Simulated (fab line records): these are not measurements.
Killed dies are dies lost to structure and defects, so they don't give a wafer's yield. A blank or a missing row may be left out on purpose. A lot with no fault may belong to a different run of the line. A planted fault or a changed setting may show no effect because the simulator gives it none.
Chamber matching -- flow gf180mcu -- GF_STI_ETCH_13 on rie diel-04: 4 sister chambers
The step etches the open film in CHF3/O2, stops on Si, target depth 282.31 nm, time 112.9 s. 14 wafers are shown with their chamber, then 7 later ones without.

== WAFERS WITH THEIR CHAMBER ==
wafer,chamber,drypump motor current A (A),chamber pressure mTorr (mTorr),oes product au (a.u.)
L134.1,2,5.8,39.94,0.833
L134.3,1,5.8,39.99,0.837
L134.6,1,5.7,40.01,0.841
L139.3,2,5.8,39.98,0.828
L139.4,3,5.7,40.04,0.832
L139.5,2,5.8,40.00,0.823
L143.2,1,5.8,40.00,0.834
L143.4,1,5.8,39.99,0.824
L143.6,3,5.8,40.06,0.835
L144.2,3,5.7,40.01,0.836
L144.4,0,5.5,40.03,0.835
L144.5,1,5.8,40.05,0.830
L148.3,0,5.5,39.97,0.828
L148.4,3,5.7,40.00,0.824

SIGNATURES (means of the wafers above)
reading,chamber 0,chamber 1,chamber 2,chamber 3,scatter within a chamber
drypump motor current A,5.500,5.780,5.800,5.725,0.0394
chamber pressure mTorr,40.0000,40.0080,39.9733,40.0275,0.029
oes product au,0.83150,0.83320,0.82800,0.83175,0.00578
Rule: a wafer's distance from a chamber is the root of the sum, over the readings, of the square of ((its reading less the chamber's mean) divided by the reading's scatter). If the next closest chamber is less than 2 further off than the closest, the wafer can't be placed; otherwise it belongs to the closest. The scatter is the square root of a quotient: the sum, over the shown wafers, of each reading's squared deviation from its chamber's mean, divided by wafers minus chambers.

== WAFERS WITHOUT THEIR CHAMBER ==
wafer,drypump motor current A (A),chamber pressure mTorr (mTorr),oes product au (a.u.)
L148.6,5.5,40.03,0.832
L155.1,5.7,39.97,0.833
L155.2,5.8,40.00,0.828
L155.6,5.8,39.99,0.826
L156.3,5.8,39.97,0.831
L156.4,5.8,39.97,0.829
L156.5,5.5,40.05,0.827

== CHAMBER TAKEN BY EACH ==
wafer,from the rows above,in truth
L148.6,0,0
L155.1,can't be placed: 3 or 1 or 2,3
L155.2,can't be placed: 2 or 1 or 3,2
L155.6,can't be placed: 2 or 1 or 3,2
L156.3,can't be placed: 2 or 1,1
L156.4,can't be placed: 2 or 1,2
L156.5,0,0
Correctly placed: 2 of 7. Not placeable from these rows: 5 (in 5, the candidates include the true chamber). 0 placed wrongly.
